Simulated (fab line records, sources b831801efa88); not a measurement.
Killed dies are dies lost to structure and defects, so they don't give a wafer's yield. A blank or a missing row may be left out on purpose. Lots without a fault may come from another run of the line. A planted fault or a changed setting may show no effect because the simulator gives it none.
fab line records | flow gf180mcu
record lots=6 wafers=18 last_day=34
route steps=602 shown HV_LDD@212
lots that met no fault: from a run of the same line without faults
start_h: hours from the record's first day to the start of the lot's first wafer shown | wait_h: hours since the lot's step before | " the same as in the row above | L1.1+2: a row that stands for several wafers | - no value, or no start given | * or withheld: withheld | < > ~ a bound
route shown NAME@n: a module of which the file shows steps, and the number in the route of the first | usual: mean/standard deviation of fault-free wafers | same: alike in all rows | chamber/n: place in a boat | sites: the reading at each site | _std_site: their standard deviation | _edge_site: outer sites' mean less inner sites' | radius_mm: how far each site lies from the wafer's centre | mask NAME#n: copy n | behind: the tool/chamber that last shaped the wafer | hold: why the lot was held/for how many hours/how that ended | device: the transistor (n, p or np) that didn't switch | end of line: the same wafers' tests at the end of the route | a step without rows: its recipe alone | killed: dies lost to structure and defects at the first sort, not the wafer's yield | map: a wafer's dies, x killed, . not, _ none there
set.NAME: the setting as run; set.NAME@STEP: as run at that earlier step | model.NAME: the simulator's own value behind a step, which no gauge read
lots at some steps of the route; a table a step, a row a wafer
services: from which hour (start_h, from the record's first day; less than 0 if before it) a tool's chamber was out of use, for how many hours, and why
## steps
# step GF_HV_LDD_IMPLANT_36
# recipe species=P energy_kev=60 dose_cm2=7.5e+12 tilt_deg=30 rotation_deg=270
# step GF_HV_LDD_STRIP_37
# recipe chemistry=O2/N2 power_w=1400 pressure_mtorr=1500 platen_temp_c=250 o2_flow_sccm=3000 n2_flow_sccm=300 overash_fraction=0.5
# usual drypump_motor_current_A=6.0/0.4 heater_power_w=328/49 oes_product_au=0.716/0.0048 strip_time_to_endpoint_s=12.63/0.034
# columns lot.wafer tool chamber start_h wait_h drypump_motor_current_A heater_power_w oes_product_au rf_hours_counter_h strip_time_to_endpoint_s
L689.3 plasma_asher-03 1 286.15 0.1 5.4 263 0.718 - 12.63
L689.5 " 1 " " 5.4 261 0.726 - 12.70
L689.6 " 0 " " 6.0 436 0.712 - 12.63
L695.1 plasma_asher-01 0 333.96 0.1 5.8 306 0.716 24 12.67
L695.4 " 0 " " 5.8 306 0.717 - 12.63
L695.6 " 0 " " 5.8 309 0.715 - 12.66
L696.2 plasma_asher-02 1 342.18 0.1 5.7 347 0.717 55 12.68
L696.3 " 1 " " 5.7 350 0.726 - 12.61
L696.5 " 1 " " 5.7 349 0.710 - 12.66
L704.2 plasma_asher-01 1 401.71 0.1 6.6 310 0.715 31 12.63
L704.4 " 1 " " 6.6 311 0.721 - 12.61
L704.6 " 1 " " 6.6 314 0.721 - 12.60
L706.1 plasma_asher-01 1 414.51 0.1 6.6 305 0.711 32 12.62
L706.2 " 0 " " 5.8 302 0.713 32 12.64
L706.4 " 0 " " 5.8 316 0.718 - 12.62
L707.1 plasma_asher-03 1 427.06 0.1 5.4 271 0.715 80 12.66
L707.3 " 0 " " 6.0 423 0.709 - 12.63
L707.6 " 0 " " 6.0 423 0.723 - 12.61
# step GF_HV_LDD_TW_MEAS_38
# usual HV_LDD_3_TW=1435/13
# columns lot.wafer tool chamber start_h wait_h HV_LDD_3_TW
L689.3 film_metro-02 - 286.23 0.1 1457
L689.5 " - " " 1442
L689.6 " - " " 1457
L695.1 film_metro-02 - 334.06 0.1 1457
L695.4 " - " " 1452
L695.6 " - " " 1451
L696.2 film_metro-02 - 342.29 0.1 1452
L696.3 " - " " 1457
L696.5 " - " " 1450
L704.2 film_metro-02 - 401.82 0.1 1456
L704.4 " - " " 1448
L704.6 " - " " 1454
L706.1 film_metro-01 - 414.61 0.1 1432
L706.2 " - " " 1430
L706.4 " - " " 1431
L707.1 film_metro-02 - 427.16 0.1 1448
L707.3 " - " " 1446
L707.6 " - " " 1459
# step GF_HV_LDD_DEHYDRATE_39
# recipe temp_c=200 time_s=60
# step GF_HV_LDD_HMDS_40
# recipe prime_time_s=60 prime_temp_c=120
# step GF_HV_LDD_COAT_41
# recipe resist=NOVOLAK spin_rpm=3000 resist_thk_nm=1000
# step GF_HV_LDD_SOFTBAKE_42
# recipe temp_c=90 time_s=60 resist=NOVOLAK
# step GF_HV_LDD_EXPOSE_43
# recipe mask_id=Pplus_HV_AREA target_cd_nm=400 na=0.6 source_shape=conventional sigma_outer=0.6 dose_mj=140
# step GF_HV_LDD_PEB_44
# recipe temp_c=withheld time_s=* resist=NOVOLAK
# step GF_HV_LDD_DEVELOP_45
# recipe develop_time_s=60 dev_temp_c=23
# step GF_HV_LDD_CD_MEAS_46
# recipe target_cd_nm=400
# usual cd_nm=399.7/1.8
# columns lot.wafer tool chamber start_h wait_h cd_nm
L689.3 cd_sem-01 - 305.75 0.1 400.6
L689.5 " - " " 402.7
L689.6 " - " " 401.9
L695.1 cd_sem-02 - 356.08 0.1 400.3
L695.4 " - " " 399.9
L695.6 " - " " 398.3
L696.2 cd_sem-02 - 364.30 0.1 402.9
L696.3 " - " " 402.2
L696.5 " - " " 401.9
L704.2 cd_sem-01 - 425.42 0.1 399.6
L704.4 " - " " 399.3
L704.6 " - " " 400.2
L706.1 cd_sem-02 - 438.11 0.1 399.7
L706.2 " - " " 399.7
L706.4 " - " " 398.9
L707.1 cd_sem-02 - 450.46 0.1 402.8
L707.3 " - " " 402.1
L707.6 " - " " 400.1
# step GF_HV_LDD_OVL_MEAS_47
# usual HV_LDD_03_OVL=0.8/1.6
# columns lot.wafer tool chamber start_h wait_h HV_LDD_03_OVL[nm]
L689.3 overlay-02 - 305.84 0.1 1.1
L689.5 " - " " -0.3
L689.6 " - " " -1.0
L695.1 overlay-02 - 356.20 0.1 1.7
L695.4 " - " " 0.7
L695.6 " - " " -0.4
L696.2 overlay-01 - 364.40 0.1 -0.6
L696.3 " - " " -0.1
L696.5 " - " " -0.9
L704.2 overlay-01 - 425.53 0.1 0.9
L704.4 " - " " 5.0
L704.6 " - " " 0.5
L706.1 overlay-01 - 438.23 0.1 -1.1
L706.2 " - " " 2.3
L706.4 " - " " 0.8
L707.1 overlay-01 - 450.58 0.1 0.1
L707.3 " - " " 1.4
L707.6 " - " " -2.1
# step GF_HV_LDD_IMPLANT_48
# recipe species=B energy_kev=25 dose_cm2=3e+13 tilt_deg=7
# usual beam_energy_keV=24.999/0.007 beam_on_s=10.02/0.21 end_station_pressure_torr=5.12e-06/3e-07
# columns lot.wafer tool chamber start_h wait_h beam_energy_keV beam_on_s end_station_pressure_torr
L689.3 implanter-01 0 305.91 0.1 24.997 10.07 5.19e-06
L689.5 " 0 " " 24.996 9.82 4.88e-06
L689.6 " 0 " " 24.993 9.92 4.66e-06
L695.1 implanter-03 - 356.23 0.0 - - -
L695.4 " - " " - - -
L695.6 " - " " - - -
L696.2 implanter-01 - 364.46 0.0 - - -
L696.3 " - " " - - -
L696.5 " - " " - - -
L704.2 implanter-03 0 425.58 0.0 24.993 9.89 5.08e-06
L704.4 " 0 " " 25.002 10.32 4.65e-06
L704.6 " 0 " " 25.000 10.09 4.8e-06
L706.1 implanter-01 0 438.26 0.0 24.992 10.26 5.29e-06
L706.2 " 0 " " 25.010 10.15 5e-06
L706.4 " 0 " " 24.997 10.16 5.03e-06
L707.1 implanter-01 0 450.61 0.0 24.992 9.48 5.67e-06
L707.3 " 0 " " 24.987 10.00 4.98e-06
L707.6 " 0 " " 24.996 9.91 4.97e-06
# step GF_HV_LDD_STRIP_49
# recipe chemistry=O2/N2 power_w=1400 pressure_mtorr=1500 platen_temp_c=250 o2_flow_sccm=3000 n2_flow_sccm=300 overash_fraction=0.5
# usual drypump_motor_current_A=5.9/0.39 heater_power_w=332/58 oes_product_au=0.716/0.0045 strip_time_to_endpoint_s=12.62/0.034
# columns lot.wafer tool chamber start_h wait_h drypump_motor_current_A heater_power_w oes_product_au rf_hours_counter_h strip_time_to_endpoint_s
L689.3 plasma_asher-02 1 306.05 0.1 5.7 350 0.724 - 12.63
L689.5 " 1 " " 5.7 348 0.715 - 12.60
L689.6 " 0 " " 6.2 353 0.720 - 12.62
L695.1 plasma_asher-02 0 356.38 0.1 6.3 358 0.714 56 12.59
L695.4 " 1 " " 5.7 353 0.718 - 12.62
L695.6 " 0 " " 6.2 350 0.725 - 12.63
L696.2 plasma_asher-01 1 364.58 0.1 6.5 309 0.711 27 12.59
L696.3 " 1 " " 6.5 315 0.716 - 12.63
L696.5 " 1 " " 6.5 307 0.714 - 12.61
L704.2 plasma_asher-03 1 425.71 0.1 5.4 257 0.715 79 12.59
L704.4 " 1 " " 5.4 263 0.717 - 12.60
L704.6 " 1 " " 5.4 262 0.721 - 12.64
L706.1 plasma_asher-01 0 438.41 0.1 5.8 308 0.720 35 12.66
L706.2 " 1 " " 6.6 307 0.717 35 12.63
L706.4 " 0 " " 5.8 307 0.712 - 12.64
L707.1 plasma_asher-03 0 450.76 0.1 6.0 429 0.720 82 12.66
L707.3 " 1 " " 5.4 256 0.719 - 12.63
L707.6 " 1 " " 5.4 259 0.718 - 12.64
# step GF_HV_LDD_TW_MEAS_50
# usual HV_LDD_4_TW=569/4.1
# columns lot.wafer tool chamber start_h wait_h HV_LDD_4_TW
L689.3 film_metro-01 - 306.13 0.1 564
L689.5 " - " " 568
L689.6 " - " " 566
L695.1 film_metro-01 - 356.48 0.1 30
L695.4 " - " " 30
L695.6 " - " " 30
L696.2 film_metro-03 - 364.69 0.1 30
L696.3 " - " " 30
L696.5 " - " " 30
L704.2 film_metro-01 - 425.82 0.1 566
L704.4 " - " " 563
L704.6 " - " " 566
L706.1 film_metro-02 - 438.51 0.1 576
L706.2 " - " " 576
L706.4 " - " " 574
L707.1 film_metro-02 - 450.86 0.1 573
L707.3 " - " " 577
L707.6 " - " " 576
# step GF_HV_LDD_CLEAN_51
# recipe chemistry=SC1/SC2 mix=1:4:20 temp_c=70 time_s=150 dry=n2_spin
## services
# columns tool chamber start_h hours kind
plasma_asher-02 - 269.59 23.2 repair
implanter-01 - 283.38 3.3 repair
plasma_asher-02 - 292.77 4.9 pm
plasma_asher-02 - 324.30 2.4 repair
implanter-01 - 329.48 3.0 repair
plasma_asher-02 - 381.37 5.9 repair
plasma_asher-02 - 387.23 2.8 pm
plasma_asher-03 - 427.32 3.6 repair
## key
first_sign step=GF_HV_LDD_IMPLANT_48 reading=tool_record direction=missing
effect step=GF_HV_LDD_TW_MEAS_50 reading=HV_LDD_4_TW direction=down sigmas=99+ usual=569 struck=30
met_at GF_HV_LDD_IMPLANT_48
struck_wafers L695.1,L695.4,L695.6,L696.2,L696.3,L696.5
later_rows_left_out L695.1,L695.4,L695.6,L696.2,L696.3,L696.5
sort_left_out L695.1,L695.4,L695.6,L696.2,L696.3,L696.5
tester_left_out L695,L696
onset_between 305.91 356.23
fault kind=skipped_step_whole tool=implanter-01,implanter-03 chamber=- onset_h=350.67 steps=GF_HV_LDD_IMPLANT_48 scope=struck_lots_only
# tester_left_out: of these lots the tester's yield and bins aren't shown, on N5 and GAA mostly nor the transistor test; their killed dies are dies lost to structure and defects alone, not to doping, threshold or leakage, so they don't give the yield
# sort_left_out: the simulated sort isn't trusted on such a fault, so these wafers' sort isn't shown, and their yield isn't known
# later_rows_left_out: the simulator's readings of these wafers behind a module that went badly wrong aren't trusted and aren't shown, but for the sort
